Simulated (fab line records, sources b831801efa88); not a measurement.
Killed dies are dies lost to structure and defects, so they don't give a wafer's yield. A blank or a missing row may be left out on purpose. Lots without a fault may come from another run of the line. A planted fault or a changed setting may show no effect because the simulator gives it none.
Chamber matching | flow sky130 | SKY_LI_CONTACT_ETCH_14 on rie_diel-01: 4 sister chambers
The step etches BARC in N2/H2, stops on SiO2, time 45.9 s, target depth 60 nm. 8 wafers are shown with their chamber, then 11 later ones without.

WAFERS WITH THEIR CHAMBER
wafer  | chamber | drypump_motor_current_A (A) | throttle_valve_pct (%)
L080.4 | 0       | 6.4                         | 13.221
L083.4 | 3       | 5.5                         | 13.236
L087.2 | 0       | 6.5                         | 13.229
L087.6 | 2       | 6.4                         | 13.219
L088.3 | 3       | 5.5                         | 13.237
L088.4 | 1       | 5.6                         | 13.217
L088.6 | 1       | 5.6                         | 13.237
L091.1 | 2       | 6.4                         | 13.228

WAFERS WITHOUT THEIR CHAMBER
wafer  | drypump_motor_current_A (A) | throttle_valve_pct (%)
L091.2 | 5.5                         | 13.222
L091.3 | 5.6                         | 13.216
L091.4 | 6.4                         | 13.213
L091.5 | 5.5                         | 13.210
L091.6 | 6.4                         | 13.228
L090.1 | 5.6                         | 13.227
L090.5 | 5.5                         | 13.221
L090.6 | 6.4                         | 13.224
L096.2 | 6.3                         | 13.215
L096.4 | 5.5                         | 13.211
L096.5 | 5.6                         | 13.210

WHICH CHAMBER EACH WENT THROUGH
wafer  | from the rows above     | in truth
L091.2 | can't be placed: 3 or 1 | 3
L091.3 | 1                       | 1
L091.4 | can't be placed: 2 or 0 | 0
L091.5 | can't be placed: 3 or 1 | 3
L091.6 | can't be placed: 2 or 0 | 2
L090.1 | 1                       | 1
L090.5 | can't be placed: 3 or 1 | 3
L090.6 | can't be placed: 2 or 0 | 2
L096.2 | can't be placed: 2 or 0 | 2
L096.4 | can't be placed: 3 or 1 | 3
L096.5 | 1                       | 1
Placed correctly: 3 of 11. Can't be placed from these rows: 8 (the true chamber is among the candidates in 8). Placed wrongly: 0.
How it was worked out, from the rows above alone: a wafer's distance from a chamber is the root of the sum, over the readings, of the square of ((its reading less the chamber's mean) divided by the reading's scatter). The wafer belongs to the nearest chamber; if the next one is less than 2 further off, it can't be placed. A chamber's mean is the mean of its shown wafers. The scatter: the root of (the sum of the squares of (reading less its chamber's mean) over the shown wafers, divided by (wafers less chambers)).
